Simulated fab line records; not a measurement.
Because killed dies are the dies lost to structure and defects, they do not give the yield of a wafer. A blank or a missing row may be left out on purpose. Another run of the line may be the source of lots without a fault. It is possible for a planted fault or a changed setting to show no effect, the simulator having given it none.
One fault through the eyes of 2 desks | flow sky130 | numbers are kept per desk, each desk with only its own; the story behind them comes last

== THE METROLOGY DESK ==
What the gauges read, lot by lot, whatever tool the lot ran on: means of the sampled wafers that have a number. Any lot whose mean is over 4 standard deviations away from the usual mean is out of limits and marked OUT; that distance is given in the brackets.
Columns: A = FIELD_ISO_CVD_03_THK at SKY_FIELD_ISO_THK_MEAS_04, usual 165.3 nm; B = LDD_N_OVL at SKY_LDD_N_OVL_MEAS_07, usual 0.2 nm; C = cd nm at SKY_POLY_CUT_CD_MEAS_08, usual 269.8 nm
lot  | first seen here | A     | B    | C
L383 | day 1 15:14     | 164.5 | -4.0 | 272.9
L384 | day 1 20:38     | 163.4 | 0.8  | 267.4
L385 | day 2 00:00     | 167.6 | 0.2  | 267.5
L386 | day 2 04:32     | 166.5 | 0.7  | 270.5
L388 | day 2 15:12     | 166.9 | 0.6  | 269.0
L389 | day 2 20:43     | 166.5 | 0.4  | 268.5
L390 | day 3 01:01     | 165.1 | -0.3 | 269.9
L391 | day 3 07:17     | 167.5 | -0.2 | 271.2
L392 | day 3 10:29     | 165.2 | -1.3 | 269.3
L399 | day 4 21:29     | 162.5 | -0.7 | 266.8
L403 | day 5 17:29     | 164.2 | 0.1  | 270.8
L404 | day 6 03:26     | 163.4 | 0.4  | 269.4
L405 | day 6 06:49     | 165.2 | -0.0 | 270.6
This desk's verdict: no lot among the 13 shows anything out of limits.

== FOR THE TOOL OWNER'S DESK: plasma asher-04 ==
The tool's own readings at SKY_FIELD_ISO_STRIP_16 (strips in O2/N2): means of the sampled wafers that have a number, for each lot that ran on this tool. Any lot whose mean is over 4 standard deviations away from the usual mean is out of limits and marked OUT; that distance is given in the brackets.
Columns: A = drypump motor current A at SKY_FIELD_ISO_STRIP_16, usual 5.9 A; B = o2 flow sccm at SKY_FIELD_ISO_STRIP_16, usual 3000 sccm; C = oes product au at SKY_FIELD_ISO_STRIP_16, usual 0.377 a.u.; D = strip time to endpoint s at SKY_FIELD_ISO_STRIP_16, usual 3.54 s
lot  | first seen here | A   | B    | C     | D
L383 | day 2 05:22     | 5.9 | 3003 | 0.375 | 3.53
L385 | day 2 14:58     | 5.9 | 3000 | 0.378 | 3.53
L388 | day 3 07:05     | 5.9 | 3000 | 0.370 | 3.54
L390 | day 3 17:10     | 5.8 | 2995 | 0.375 | 3.28 (-6.8) OUT
L392 | day 4 03:17     | 5.8 | 3001 | 0.380 | 3.34 (-5.3) OUT
This desk finds L390, L392 out of limits, L390 being first, at day 3 17:10 (strip time to endpoint s at SKY_FIELD_ISO_STRIP_16). L383, L385, L388 stayed within limits.

== ALL TOGETHER ==
At day 3 17:10, on L390, L392, the tool owner's desk was in a position to raise an alarm.
The metrology desk saw nothing out of limits.
The metrology desk holds a record of L390, L392, inside its limits.
Of the lots named, all ran SKY_FIELD_ISO_STRIP_16 on plasma asher-04.

== WHAT HAD BEEN PUT IN BY THE SIMULATOR ==
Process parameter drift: plasma asher-04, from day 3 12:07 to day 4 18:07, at SKY_FIELD_ISO_STRIP_16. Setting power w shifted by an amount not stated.
Lots struck among those shown: L390, L392.
Each desk's first reading out of limits, in hours after the fault started: the tool owner's desk, 5.
